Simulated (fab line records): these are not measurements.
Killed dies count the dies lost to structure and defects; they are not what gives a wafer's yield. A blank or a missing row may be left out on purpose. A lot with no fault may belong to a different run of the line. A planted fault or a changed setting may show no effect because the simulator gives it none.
Split-lot study -- flow sfq line -- route with 325 steps; 5 lots, 23 wafers read

## ON THE SPLIT
At SFQ_TRILAYER_R5_LITHO_COAT_141 (resist thk 62 nm), the setting spin rpm was moved away from the recipe's 3000 rpm on 5 of the 23 wafers read, by -7.5% to -2.9%. For the rest of the wafers, this setting stayed at what the recipe calls for.

The split's own step is where the reading is taken.

## THE READING
BARC_of_TRILAYER_R5_LITHO_COAT_141.thk nm (the simulator's own value, which no gauge read), in nm, at SFQ_TRILAYER_R5_LITHO_COAT_141 (resist thk 62 nm). The file does not state a usual value for it. Across the 18 wafers here that went through the recipe, the average is 61.90 nm and the standard deviation 0.11 nm.

wafer,"tool, chamber at the split","spin rpm as run, rpm",against the recipe,"BARC_of_TRILAYER_R5_LITHO_COAT_141.thk nm, nm",against lot-mates on the recipe
L074.4,"litho track-04, 0",3000,recipe,61.95,-
L074.6,"litho track-04, 0",3000,recipe,61.95,-
L074.5,"litho track-04, 0",3000,recipe,61.83,-
L076.1,"litho track-04, 0",3000,recipe,61.77,-
L076.2,"litho track-04, 0",3000,recipe,61.79,-
L076.3,"litho track-04, 0",3000,recipe,61.85,-
L076.4,"litho track-04, 0",3000,recipe,61.72,-
L076.6,"litho track-04, 0",3000,recipe,61.87,-
L080.1,"litho track-03, 0",3000,recipe,61.98,-
L080.2,"litho track-03, 0",3000,recipe,62.05,-
L080.4,"litho track-03, 0",3000,recipe,62.14,-
L080.5,"litho track-03, 0",2776,-7.5%,64.76,+2.70
L080.6,"litho track-03, 0",2776,-7.5%,64.66,+2.60
L084.2,"litho track-04, 0",3000,recipe,61.9,-
L084.3,"litho track-04, 0",3000,recipe,61.8,-
L084.4,"litho track-04, 0",3000,recipe,61.94,-
L084.5,"litho track-04, 0",3000,recipe,61.94,-
L084.6,"litho track-04, 0",3000,recipe,62,-
L085.1,"litho track-02, 0",2912,-2.9%,62.71,+0.83
L085.2,"litho track-02, 0",3000,recipe,61.76,-
L085.3,"litho track-02, 0",2912,-2.9%,62.91,+1.02
L085.5,"litho track-02, 0",3000,recipe,62.01,-
L085.6,"litho track-02, 0",2912,-2.9%,62.67,+0.79

THE FIT
A straight line over all 23 wafers: BARC_of_TRILAYER_R5_LITHO_COAT_141.thk nm changes by -0.364 nm for each +1% of spin rpm; r = -0.99; the points scatter about the line by 0.14 nm.
The same after taking each lot's own level away (the mean of its wafers on the recipe; 23 wafers): -0.347 nm for each +1%; r = -0.99; scatter 0.095 nm.
According to that fit, moving spin rpm by its largest amount changes the reading by 2.6 nm.
From 61.800 to 62.057 nm: that is the span of the lots' own levels, equal to 2.3 times the standard deviation above.
So the lot-to-lot level changes the slope little: the two slopes agree.
Check: +2.49 nm against its lot-mates is what the line predicts for one of the wafers moved furthest among these (-7.5%) when that wafer is left out of the fit. It came out at +2.7 nm against them.

## THE OTHER SPLITS THESE WAFERS WENT THROUGH
Before the reading, these wafers also passed through other splits. Each is held against what the fit with the lots' levels taken away leaves over:
other split on the same wafers,wafers away from the commonest value,r with BARC_of_TRILAYER_R5_LITHO_COAT_141.thk nm (lot level and that fit taken away)
SFQ_TRILAYER_JJ_TRILAYER_DEP_SPUTTER_112 time s,8,-0.21
SFQ_TRILAYER_M5_LITHO_COAT_123 spin rpm,11,+0.16
SFQ_TRILAYER_M5_ETCH_METAL_ETCH_126 time s,2,+0.01
SFQ_TRILAYER_R5_DEP_SPUTTER_132 power w,12,-0.13

## THE FILE'S OWN FIT
BARC_of_TRILAYER_R5_LITHO_COAT_141.thk nm changes by -0.348 nm for each +1% of spin rpm, r = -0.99.
